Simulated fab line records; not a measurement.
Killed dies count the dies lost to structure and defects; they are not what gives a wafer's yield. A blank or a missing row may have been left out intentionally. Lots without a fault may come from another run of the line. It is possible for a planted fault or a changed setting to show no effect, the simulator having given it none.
Which tool was responsible? -- flow gf180mcu -- at 1 step of a route of 602, 13 lots with 39 wafers sampled

## WHAT THE GAUGES SHOWED, per wafer
GF_M4_OVL_MEAS_15. Usual: for M4_OVL the level is 1 nm and the standard deviation is 6.4.
lot,measured,on,M4_OVL (nm),flag
L231,day 23 16:37,overlay-02,10 -1 7,
L232,day 24 10:07,overlay-01,12 2 3,
L233,day 24 14:43,overlay-02,1 -5 3,
L235,day 25 16:11,overlay-02,1 6 1,
L236,day 26 02:14,overlay-02,8 3 1,
L237,day 26 18:50,overlay-01,7 8 7,
L241,day 27 19:15,overlay-01,11 -6 1,
L243,day 28 14:47,overlay-02,0 8 9,
L246,day 29 03:32,overlay-02,-7 0 -10,
L247,day 29 03:57,overlay-01,3 7 5,
L249,day 29 17:50,overlay-01,-5 17 13,
L250,day 29 22:19,overlay-02,6 4 1,
L251,day 30 03:40,overlay-01,-6 -8 -14,

## WHAT TOOL EACH LOT RAN ON (gives the tool, then ch and the chambers of the sampled wafers, and finally the start)
The record shows no process step preceding these readings.

## WHAT THE TOOLS THEMSELVES READ (means of the sampled wafers that have a number; where no wafer has one, the mark that the record gives instead)
The record holds no such reading with a usual standard deviation.

## THE ANSWER, worked out from the rows above alone
Rule: a lot counts as off when the mean over its wafers that have a number is more than 3 standard deviations away from the usual mean. Also off: a lot with no number at a reading for which 4 or more lots have one. All remaining lots with rows at the step are treated as sound. Order of review: gauges by route order, followed by the tools' own readings, for which a lot's mean as printed above is used. At the first step where some lot is off, the reading lying furthest off is the one used; lots without a number count as furthest.
Across all readings shown, no lot is off: no conclusion can be drawn from this.

## WHAT THE SIMULATOR HAD PUT IN
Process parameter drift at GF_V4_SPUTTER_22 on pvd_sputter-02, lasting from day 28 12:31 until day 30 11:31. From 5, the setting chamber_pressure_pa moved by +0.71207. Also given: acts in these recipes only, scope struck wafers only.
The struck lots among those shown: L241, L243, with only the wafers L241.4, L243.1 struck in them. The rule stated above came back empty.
